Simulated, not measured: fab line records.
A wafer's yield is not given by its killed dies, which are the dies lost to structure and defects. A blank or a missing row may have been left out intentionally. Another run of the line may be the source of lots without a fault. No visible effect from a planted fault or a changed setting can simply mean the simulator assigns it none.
What tool caused it? || flow gf180mcu || 6 lots with 18 wafers sampled at 3 steps, on a route of 602 steps

== WHAT EACH GAUGE READ, for each wafer ==
GF_HV_LDD_CD_MEAS_07: target cd 400 nm.
{"lot": "L621", "measured": "day 10 18:32", "on": "cdSem-02", "cdNm (nm)": "402.6 401.6 401.6"}
{"lot": "L623", "measured": "day 11 08:15", "on": "cdSem-02", "cdNm (nm)": "395.9 394.5 394.1"}
{"lot": "L626", "measured": "day 12 03:36", "on": "cdSem-02", "cdNm (nm)": "396.5 397.2 398.9"}
{"lot": "L629", "measured": "day 13 01:55", "on": "cdSem-01", "cdNm (nm)": "398.4 396.8 399.6"}
{"lot": "L632", "measured": "day 13 22:53", "on": "cdSem-01", "cdNm (nm)": "401.6 401.0 402.3"}
{"lot": "L639", "measured": "day 16 01:34", "on": "cdSem-01", "cdNm (nm)": "399.5 401.2 399.9"}

== EACH LOT AND THE TOOL THAT RAN IT (in order: tool; ch and the chambers of the sampled wafers; start) ==
{"lot": "L621", "GF_LVPWELL_STRIP_10": "plasmaAsher-03 ch 0,1, day 4 09:13", "GF_HV_LDD_EXPOSE_04": "ilineStepper-01 ch 0, day 10 10:01"}
{"lot": "L623", "GF_LVPWELL_STRIP_10": "plasmaAsher-04 ch 0,1, day 4 19:34", "GF_HV_LDD_EXPOSE_04": "ilineStepper-01 ch 0, day 10 23:33"}
{"lot": "L626", "GF_LVPWELL_STRIP_10": "plasmaAsher-04 ch 0,1, day 5 12:20", "GF_HV_LDD_EXPOSE_04": "ilineStepper-02 ch 0, day 11 18:20"}
{"lot": "L629", "GF_LVPWELL_STRIP_10": "plasmaAsher-02 ch 0,1, day 6 05:17", "GF_HV_LDD_EXPOSE_04": "ilineStepper-01 ch 0, day 12 16:18"}
{"lot": "L632", "GF_LVPWELL_STRIP_10": "plasmaAsher-02 ch 0,1, day 6 23:35", "GF_HV_LDD_EXPOSE_04": "ilineStepper-01 ch 0, day 13 12:58"}
{"lot": "L639", "GF_LVPWELL_STRIP_10": "plasmaAsher-04 ch 0,1, day 8 13:37", "GF_HV_LDD_EXPOSE_04": "ilineStepper-02 ch 0, day 15 14:28"}
- GF_LVPWELL_STRIP_10: strips in O2/N2.
- GF_HV_LDD_EXPOSE_04: exposes mask Nplus LV AREA, target cd 400 nm.

== THE ANSWER, worked out from the rows above alone ==
Rule: the lots themselves supply what counts as usual. Put in order of their means at a reading, lots are off if they are a third of the lots or fewer, leave a main group of 4 or more, and stand apart from it by a gap of 3 or more times the standard deviation of the main group's means; of several such gaps the widest counts. If all means in a main group match to the digits the tables above print for the reading, that group is not used. Also off: a lot with no number at a reading for which 4 or more lots have one. Where the step has rows for the other lots, those lots are counted as sound.
No lot is off on any of the readings shown, so nothing can be concluded from this.

== WHAT HAD BEEN PUT IN BY THE SIMULATOR ==
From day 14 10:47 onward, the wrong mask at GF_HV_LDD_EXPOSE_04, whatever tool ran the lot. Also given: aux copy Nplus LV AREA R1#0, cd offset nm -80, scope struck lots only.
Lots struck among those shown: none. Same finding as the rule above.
